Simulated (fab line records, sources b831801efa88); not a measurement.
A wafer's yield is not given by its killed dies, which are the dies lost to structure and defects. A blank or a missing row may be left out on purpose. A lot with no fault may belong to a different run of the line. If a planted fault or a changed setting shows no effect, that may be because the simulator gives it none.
One fault seen from 2 desks -- flow sky130 -- every desk sees just its own numbers, and what lay behind them comes last

## THE METROLOGY DESK
Lot by lot, what the gauges showed, no matter which tool ran the lot: averages of those sampled wafers that carry a number. If a lot's mean is further than 4 standard deviations from the usual mean, the lot is out of limits and carries the mark OUT (the distance appears in the brackets).
Columns: A = LDD_N_TW at SKY_LDD_N_TW_MEAS_17, usual 2577; B = cdNm at SKY_LDD_P_CD_MEAS_07, usual 379.3 nm
lot,first seen here,A,B
L226,day 17 14:44,2596,377.6
L227,day 18 03:37,2592,379.1
L228,day 18 05:52,2568,377.8
L229,day 18 18:37,2577,380.6
L230,day 19 00:37,2597,383.9
L231,day 19 07:11,2593,377.4
L232,day 19 20:53,2594,381.2
L236,day 21 22:47,2581,381.4
L237,day 22 05:41,2578,381.1
L244,day 24 11:07,2563,378.8
L245,day 24 15:46,2561,380.9
L248,day 25 17:49,2561,379.0
L249,day 25 20:29,2573,375.4
This desk's verdict: no lot among the 13 shows anything out of limits.

## TOOL OWNER'S DESK, implanter-01
The tool's own readings at SKY_LDD_N_IMPLANT_15: means of the sampled wafers that have a number, for each lot that ran on this tool. If a lot's mean is further than 4 standard deviations from the usual mean, the lot is out of limits and carries the mark OUT (the distance appears in the brackets).
Columns: A = beamOnS at SKY_LDD_N_IMPLANT_15, usual 9.95 s; B = faradayCurrentUA at SKY_LDD_N_IMPLANT_15, usual 28.3
lot,first seen here,A,B
L226,day 17 14:30,10.05,28.2
L229,day 18 18:22,9.91,28.5
L230,day 19 00:22,10.05,28.0
L232,day 19 20:38,9.88,28.5
L236,day 21 22:32,14.23 (+23) OUT,19.8 (-17) OUT
L237,day 22 05:26,14.11 (+22) OUT,19.9 (-16) OUT
L248,day 25 17:35,9.94,28.3
L249,day 25 20:14,9.88,28.5
This desk finds L236, L237 out of limits, L236 being first, at day 21 22:32 (beamOnS at SKY_LDD_N_IMPLANT_15). Within limits: L226, L229, L230, L232, L248, L249.

## TAKEN TOGETHER
At day 21 22:32, on L236, L237, the tool owner's desk was in a position to raise an alarm.
Metrology desk: nothing out of limits seen.
The metrology desk holds a record of L236, L237, inside its limits.
All the named lots went through SKY_LDD_N_IMPLANT_15 on implanter-01.

## WHAT THE SIMULATOR HAD INSERTED
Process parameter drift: implanter-01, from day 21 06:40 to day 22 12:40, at SKY_LDD_N_IMPLANT_15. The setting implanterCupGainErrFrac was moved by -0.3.
Struck lots among those shown: L236, L237.
Time in hours from fault onset to the first out-of-limits reading at each desk: the tool owner's desk, 16.
